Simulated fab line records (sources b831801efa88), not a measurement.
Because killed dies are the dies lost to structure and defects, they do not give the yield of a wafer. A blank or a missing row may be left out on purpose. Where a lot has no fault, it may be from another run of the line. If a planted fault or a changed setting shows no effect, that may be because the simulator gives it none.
Chamber matching	flow sfq_line	SFQ_TRILAYER_I7_CMP_CMP_184 on cmp-01 has 4 sister chambers
The step polishes SiO2. 16 wafers are shown with their chamber, then 8 later ones without.

## WAFERS PAIRED WITH THEIR CHAMBERS
wafer	chamber	motor_current_A (A)	time_to_endpoint_s (s)
L444.1	3	11.5	218
L444.5	3	10.9	226
L444.6	2	10.5	211
L448.1	3	10.3	216
L448.2	0	8.9	217
L448.5	2	10.1	206
L455.1	3	11.3	209
L455.2	0	9.2	215
L455.5	3	10.4	214
L456.1	0	8.4	232
L456.3	3	11.2	220
L456.4	2	10.6	215
L458.1	3	11.2	210
L458.2	0	8.8	222
L458.6	1	10.6	214
L460.2	1	10.7	213

SIGNATURES (averages over the wafers above)
reading	chamber 0	chamber 1	chamber 2	chamber 3	scatter within a chamber
motor_current_A	8.825	10.650	10.400	10.971	0.382
time_to_endpoint_s	221.50	213.50	210.67	216.14	5.94
Rule: a wafer's distance from a chamber is the root of the sum, over the readings, of the square of ((its reading less the chamber's mean) divided by the reading's scatter). If the next closest chamber is less than 2 further off than the closest, the wafer can't be placed; otherwise it belongs to the closest. The scatter is the square root of a quotient: the sum, over the shown wafers, of each reading's squared deviation from its chamber's mean, divided by wafers minus chambers.

## WAFERS WHOSE CHAMBER IS MISSING
wafer	motor_current_A (A)	time_to_endpoint_s (s)
L460.1	11.1	220
L460.5	10.4	226
L462.1	9.0	222
L462.4	10.1	217
L462.5	10.1	217
L463.2	11.4	213
L463.4	8.8	220
L463.6	8.4	224

## CHAMBER TAKEN BY EACH
wafer	from the rows above	in truth
L460.1	can't be placed: 3 or 1 or 2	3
L460.5	can't be placed: 1 or 3 or 2 or 0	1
L462.1	0	0
L462.4	can't be placed: 2 or 1 or 3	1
L462.5	can't be placed: 2 or 1 or 3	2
L463.2	can't be placed: 3 or 1 or 2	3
L463.4	0	0
L463.6	0	0
Correctly placed: 3 of 8. Not placeable from these rows: 5 (in 5, the candidates include the true chamber). Placed wrongly: 0.
